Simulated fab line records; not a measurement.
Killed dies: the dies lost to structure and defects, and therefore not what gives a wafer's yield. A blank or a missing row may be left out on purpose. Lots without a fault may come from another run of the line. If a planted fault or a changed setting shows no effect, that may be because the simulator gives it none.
A lot that was struck, set against a sound lot :: flow gf180mcu :: 32 steps out of a route of 602
Sound: wafers L521.1, L521.2, L521.6. Wafers L519.1, L519.4, L519.6 were the ones struck. The cause is named last.
Order at every step that has rows: each side's tool, ch and its chambers, its first start. Under that, the readings that differ: sound wafers :: struck wafers :: difference of the means :: sigmas: that difference in standard deviations of wafers without a fault.
alike: same words and numbers on both sides, and readings whose means sit less than 2 such deviations apart. not compared: any withheld reading, any reading some wafer has no value for, any bound like >300 that may hide the same value, and any number with overlapping values for which the record gives no deviation.
A row with sigmas, a row that says differs or no value, or rows on one side alone: a step with any of these is where the two part. Numbers that have no deviation but don't overlap get no sigmas and don't part them. A reading missing from all wafers of one side parts the sides only when that side holds two or more wafers.

first, 7 steps without rows for these wafers: GF_HV_LDD_DEHYDRATE_24 (time 60 s); GF_HV_LDD_HMDS_25 (prime time 60 s); GF_HV_LDD_COAT_26 (resist thk 1000 nm); GF_HV_LDD_SOFTBAKE_27 (time 60 s); GF_HV_LDD_EXPOSE_28 (exposes mask Nplus HV AREA, target cd 400 nm); GF_HV_LDD_PEB_29; GF_HV_LDD_DEVELOP_30 (develop time 60 s).
GF_HV_LDD_CD_MEAS_31 targets a cd of 400 nm.
  sound on cd_sem-02 at day 13 19:42; struck on cd_sem-01 at day 13 01:36
reading: cd_nm (nm)
sound: 400.5 397.5 399.5
struck: 394.2 392.6 393.3
difference: -5.8
sigmas: -3
GF_HV_LDD_OVL_MEAS_32:
  sound on overlay-01 at day 13 19:49; struck on overlay-02 at day 13 01:43
  alike: HV_LDD_02_OVL
then, 3 steps without rows for these wafers: GF_HV_LDD_IMPLANT_33; GF_HV_LDD_IMPLANT_34; GF_HV_LDD_IMPLANT_35.
GF_HV_LDD_IMPLANT_36:
  sound on implanter-01 ch 0, day 13 20:19; struck on implanter-02 ch 0, day 13 02:31
  alike: beam_energy_keV
GF_HV_LDD_STRIP_37: strips in O2/N2.
  sound on plasma_asher-03 ch 0,1, day 13 20:28; struck on plasma_asher-04 ch 0,1, day 13 02:40
  alike: drypump_motor_current_A, heater_power_w, oes_product_au, strip_time_to_endpoint_s
  not compared: rf_hours_counter_h
GF_HV_LDD_TW_MEAS_38:
  sound on film_metro-03 at day 13 20:34; struck on film_metro-04 at day 13 02:46
reading: HV_LDD_3_TW
sound: 1460 1452 1458
struck: 1562 1566 1560
difference: +106
sigmas: +14
then, 7 steps without rows for these wafers: GF_HV_LDD_DEHYDRATE_39 (time 60 s); GF_HV_LDD_HMDS_40 (prime time 60 s); GF_HV_LDD_COAT_41 (resist thk 1000 nm); GF_HV_LDD_SOFTBAKE_42 (time 60 s); GF_HV_LDD_EXPOSE_43 (exposes mask Pplus HV AREA, target cd 400 nm); GF_HV_LDD_PEB_44; GF_HV_LDD_DEVELOP_45 (develop time 60 s).
GF_HV_LDD_CD_MEAS_46 targets a cd of 400 nm.
  sound on cd_sem-02 at day 14 16:49; struck on cd_sem-02 at day 13 22:28
  alike: cd_nm
GF_HV_LDD_OVL_MEAS_47:
  sound on overlay-01 at day 14 16:56; struck on overlay-01 at day 13 22:35
  alike: HV_LDD_03_OVL
next, for these wafers, 1 step has no rows: GF_HV_LDD_IMPLANT_48.
GF_HV_LDD_STRIP_49: strips in O2/N2.
  sound on plasma_asher-04 ch 0,1, day 14 17:07; struck on plasma_asher-03 ch 0,1, day 13 22:46
  alike: drypump_motor_current_A, heater_power_w, oes_product_au, strip_time_to_endpoint_s
  not compared: rf_hours_counter_h
GF_HV_LDD_TW_MEAS_50:
  sound on film_metro-02 at day 14 17:13; struck on film_metro-03 at day 13 22:52
reading: HV_LDD_4_TW
sound: 567 570 567
struck: 577 581 577
difference: +10
sigmas: +3
then, 1 step without rows for these wafers: GF_HV_LDD_CLEAN_51 (cleans in SC1/SC2, time 150 s).
GF_HV_LDD_RTA_52: time 10 s.
  sound on rtp_anneal-02 ch 0, day 14 17:20; struck on rtp_anneal-02 ch 0, day 13 22:59
  alike: lamp_power_pct, wafer_temp_C_max
GF_HV_LDD_RS_MEAS_53: measurement is done with a four-point probe.
  sound on film_metro-03 at day 14 17:24; struck on film_metro-04 at day 13 23:03
reading: HV_LDD_RS (ohm/sq)
sound: 420.2 419.7 419.6
struck: 400.0 399.2 398.5
difference: -20.6
sigmas: -21
then, 1 step without rows for these wafers: GF_HV_LDD_CVD_54 (deposits SiO2 from TEOS, target thk 10 nm, time 75 s).
-- record jumps: 17 days separate the struck wafers' starts on either side; left off in module HV_LDD, taken up again in module PASSIVATION, whose first shown step is the route's number 602 --
GF_PASSIVATION_PROBE_99:
  record: rows for the struck wafers here (prober-02, day 30 13:10), none for the sound ones

== WHERE THEY PART ==
Earliest at GF_HV_LDD_CD_MEAS_31; latest, in this record, at GF_PASSIVATION_PROBE_99.

WHY: whatever the simulator had introduced
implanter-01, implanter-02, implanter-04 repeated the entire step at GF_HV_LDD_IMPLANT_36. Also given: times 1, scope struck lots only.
